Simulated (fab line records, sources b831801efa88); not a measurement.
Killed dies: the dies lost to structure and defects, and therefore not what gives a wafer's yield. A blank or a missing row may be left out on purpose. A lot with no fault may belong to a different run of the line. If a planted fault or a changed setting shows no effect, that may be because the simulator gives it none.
The tool behind it: which one? / flow sky130 / 12 lots, 36 wafers sampled, at 5 steps of a route of 708

## WHAT THE GAUGES READ, wafer by wafer
SKY_VIA1_THK_MEAS_01.
lot=L075; measured=day 33 08:37; on=film metro-02; VIA1_HDPCVD_THK (nm)=1046 1019 1041
lot=L077; measured=day 33 17:32; on=film metro-04; VIA1_HDPCVD_THK (nm)=1015 1026 1050
lot=L079; measured=day 34 14:05; on=film metro-01; VIA1_HDPCVD_THK (nm)=1043 1068 1069
lot=L081; measured=day 35 10:16; on=film metro-04; VIA1_HDPCVD_THK (nm)=1005 1025 1004
lot=L083; measured=day 36 03:10; on=film metro-02; VIA1_HDPCVD_THK (nm)=1014 1002 1006
lot=L086; measured=day 36 14:44; on=film metro-04; VIA1_HDPCVD_THK (nm)=1040 1060 1020
lot=L087; measured=day 37 02:56; on=film metro-04; VIA1_HDPCVD_THK (nm)=1027 1033 1001
lot=L089; measured=day 37 23:24; on=film metro-04; VIA1_HDPCVD_THK (nm)=1020 1002 1003
lot=L091; measured=day 38 15:49; on=film metro-04; VIA1_HDPCVD_THK (nm)=1020 1017 1040
lot=L093; measured=day 38 19:02; on=film metro-02; VIA1_HDPCVD_THK (nm)=1045 1026 1028
lot=L097; measured=day 40 11:39; on=film metro-01; VIA1_HDPCVD_THK (nm)=1021 1049 1037
lot=L095; measured=day 40 16:49; on=film metro-01; VIA1_HDPCVD_THK (nm)=1069 1008 1061

## WHICH TOOL RAN EACH LOT (tool, then ch and the chambers of the sampled wafers, then the start)
lot=L075; SKY_CONTACT_ETCH_16=rie diel-03 ch 0,3, day 32 02:49; SKY_CONTACT_ETCH_18=rie diel-03 ch 0,3, day 32 04:11 or earlier; SKY_METAL1_SPUTTER_00=pvd sputter-03, day 32 04:11; SKY_METAL1_STRIP_20=plasma asher-04 ch 0,1, day 33 07:53
lot=L077; SKY_CONTACT_ETCH_16=rie diel-03 ch 2,3, day 32 11:46; SKY_CONTACT_ETCH_18=rie diel-03 ch 2,3, day 32 13:08 or earlier; SKY_METAL1_SPUTTER_00=pvd sputter-03, day 32 13:08; SKY_METAL1_STRIP_20=plasma asher-01 ch 0,1, day 33 16:45
lot=L079; SKY_CONTACT_ETCH_16=rie diel-02 ch 0,2,3, day 33 08:40; SKY_CONTACT_ETCH_18=rie diel-02 ch 0,2,3, day 33 10:08 or earlier; SKY_METAL1_SPUTTER_00=pvd sputter-04, day 33 10:08; SKY_METAL1_STRIP_20=plasma asher-04 ch 0,1, day 34 13:22
lot=L081; SKY_CONTACT_ETCH_16=rie diel-01 ch 2,3, day 34 04:43; SKY_CONTACT_ETCH_18=rie diel-01 ch 2,3, day 34 06:07 or earlier; SKY_METAL1_SPUTTER_00=pvd sputter-03, day 34 06:07; SKY_METAL1_STRIP_20=plasma asher-01 ch 0,1, day 35 09:32
lot=L083; SKY_CONTACT_ETCH_16=rie diel-01 ch 0,2,3, day 34 22:01; SKY_CONTACT_ETCH_18=rie diel-01 ch 0,2,3, day 34 23:26 or earlier; SKY_METAL1_SPUTTER_00=pvd sputter-01, day 34 23:26; SKY_METAL1_STRIP_20=plasma asher-01 ch 0,1, day 36 02:26
lot=L086; SKY_CONTACT_ETCH_16=rie diel-01 ch 0,2,3, day 35 09:55; SKY_CONTACT_ETCH_18=rie diel-01 ch 0,2,3, day 35 11:18 or earlier; SKY_METAL1_SPUTTER_00=pvd sputter-01, day 35 11:18; SKY_METAL1_STRIP_20=plasma asher-01 ch 0,1, day 36 13:59
lot=L087; SKY_CONTACT_ETCH_16=rie diel-02 ch 1,2,3, day 35 22:55; SKY_CONTACT_ETCH_18=rie diel-02 ch 1,2,3, day 36 00:18 or earlier; SKY_METAL1_SPUTTER_00=pvd sputter-04, day 36 00:18; SKY_METAL1_STRIP_20=plasma asher-04 ch 0,1, day 37 02:12
lot=L089; SKY_CONTACT_ETCH_16=rie diel-03 ch 0,1, day 36 18:49; SKY_CONTACT_ETCH_18=rie diel-03 ch 0,1, day 36 20:12 or earlier; SKY_METAL1_SPUTTER_00=pvd sputter-01, day 36 20:12; SKY_METAL1_STRIP_20=plasma asher-01 ch 1, day 37 22:42
lot=L091; SKY_CONTACT_ETCH_16=rie diel-01 ch 0,1,3, day 37 12:01; SKY_CONTACT_ETCH_18=rie diel-01 ch 0,1,3, day 37 13:23 or earlier; SKY_METAL1_SPUTTER_00=pvd sputter-04, day 37 13:23; SKY_METAL1_STRIP_20=plasma asher-04 ch 0,1, day 38 15:05
lot=L093; SKY_CONTACT_ETCH_16=rie diel-01 ch 0,1,3, day 37 15:01; SKY_CONTACT_ETCH_18=rie diel-01 ch 0,1,3, day 37 16:23 or earlier; SKY_METAL1_SPUTTER_00=pvd sputter-01, day 37 16:23; SKY_METAL1_STRIP_20=plasma asher-04 ch 0,1, day 38 18:17
lot=L097; SKY_CONTACT_ETCH_16=rie diel-02 ch 1,2,3, day 39 07:28; SKY_CONTACT_ETCH_18=rie diel-02 ch 1,2,3, day 39 08:52 or earlier; SKY_METAL1_SPUTTER_00=pvd sputter-01, day 39 08:52; SKY_METAL1_STRIP_20=plasma asher-04 ch 0,1, day 40 10:56
lot=L095; SKY_CONTACT_ETCH_16=rie diel-02 ch 1,2,3, day 39 13:25; SKY_CONTACT_ETCH_18=rie diel-02 ch 1,2,3, day 39 14:49 or earlier; SKY_METAL1_SPUTTER_00=pvd sputter-04, day 39 14:49; SKY_METAL1_STRIP_20=plasma asher-03 ch 0,1, day 40 16:06
- SKY_CONTACT_ETCH_16: etches BARC in N2/H2, stops on SiO2, time 45.9 s, target depth 60 nm.
- SKY_CONTACT_ETCH_18: etches Si3N4 in CHF3/O2, stops on TiN, time 39 s, target depth 75 nm.
- SKY_METAL1_SPUTTER_00: material Ti, target thk 15 nm, time 10 s.
- SKY_METAL1_STRIP_20: strips in O2/N2.

## THE ANSWER, worked out from the rows above alone
Rule: the lots themselves supply what counts as usual. The widest of any qualifying gaps counts: lots, ordered by their means at a reading, are off when they make up no more than a third of the lots, leave a main group of 4 or more, and stand apart from it by 3 or more times the standard deviation of that group's means. A main group whose means are all the same, to the digits that the tables above print for the reading, isn't used. A lot without any number at a reading at which 4 lots or more have one is off too. The other lots that the step has rows for count as sound.
Across all readings shown, no lot is off: no conclusion can be drawn from this.

## WHAT THE SIMULATOR HAD INSERTED
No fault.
